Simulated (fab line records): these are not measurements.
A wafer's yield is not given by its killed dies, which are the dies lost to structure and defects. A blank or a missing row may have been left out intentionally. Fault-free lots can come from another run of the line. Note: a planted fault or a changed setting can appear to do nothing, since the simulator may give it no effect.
The same fault as seen by 2 desks :: flow sky130 :: each desk has only its own numbers; what lay behind them comes last

## DESK OF THE TOOL OWNER: rie metal-04
The tool's own readings at SKY_METAL4_ETCH_16 (etches BARC in N2/H2, stops on SiO2, time 88.2 s, target depth 60 nm): means of the sampled wafers that have a number, for each lot that ran on this tool. If a lot's mean is further than 4 standard deviations from the usual mean, the lot is out of limits and carries the mark OUT (the distance appears in the brackets).
Columns: A = bias w at SKY_METAL4_ETCH_16, usual 100.02 W; B = drypump motor current A at SKY_METAL4_ETCH_16, usual 6.0 A; C = h2 flow sccm at SKY_METAL4_ETCH_16, usual 200.0 sccm; D = oes product au at SKY_METAL4_ETCH_16, usual 0.625 a.u.; E = rf fwd power W at SKY_METAL4_ETCH_16, usual 496.5 W; F = throttle valve pct at SKY_METAL4_ETCH_16, usual 13.205 %
lot: L939
first seen here: day 41 21:44
A: 100.17
B: 6.2
C: 200.5
D: 0.628
E: 495.0
F: 13.208

lot: L946
first seen here: day 44 10:49
A: 99.57
B: 6.2
C: 200.9
D: 0.625
E: 495.4
F: 13.201

lot: L953
first seen here: day 45 20:58
A: 100.03
B: 6.2
C: 200.3
D: 0.625
E: 575.6 (+47) OUT
F: 13.200

lot: L955
first seen here: day 46 10:03
A: 99.84
B: 6.1
C: 199.7
D: 0.623
E: 576.0 (+47) OUT
F: 13.197
This desk finds L953, L955 out of limits, L953 being first, at day 45 20:58 (rf fwd power W at SKY_METAL4_ETCH_16). Within limits: L939, L946.

## FROM THE METROLOGY DESK
Lot by lot, what the gauges showed, no matter which tool ran the lot: averages of those sampled wafers that carry a number. If a lot's mean is further than 4 standard deviations from the usual mean, the lot is out of limits and carries the mark OUT (the distance appears in the brackets).
Columns: A = CAP2M_OVL at SKY_CAP2M_OVL_MEAS_12, usual 0.3 nm
lot: L938
first seen here: day 40 20:39
A: 0.1

lot: L939
first seen here: day 40 21:32
A: 0.8

lot: L940
first seen here: day 41 09:56
A: -0.5

lot: L944
first seen here: day 42 12:05
A: 0.5

lot: L946
first seen here: day 43 11:04
A: 1.0

lot: L947
first seen here: day 43 12:32
A: -0.5

lot: L948
first seen here: day 43 19:00
A: 1.7

lot: L951
first seen here: day 44 17:28
A: -0.4

lot: L952
first seen here: day 44 17:29
A: 0.4

lot: L953
first seen here: day 44 22:58
A: 2.2

lot: L955
first seen here: day 45 12:44
A: 0.7
This desk's finding: nothing out of limits on any of the 11 lots.

## BROUGHT TOGETHER
At day 45 20:58, on L953, L955, the tool owner's desk was in a position to raise an alarm.
At the metrology desk, nothing out of limits was observed.
The metrology desk has L953, L955 on record, within its limits.
Of the lots named, all ran SKY_METAL4_ETCH_16 on rie metal-04.

## WHAT THE SIMULATOR HAD PUT IN
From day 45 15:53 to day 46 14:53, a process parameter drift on rie metal-04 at SKY_METAL4_ETCH_16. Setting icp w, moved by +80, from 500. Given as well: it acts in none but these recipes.
Lots struck among those shown: L953, L955.
How many hours passed from the start of the fault until each desk's first out-of-limits reading: the tool owner's desk, 5.
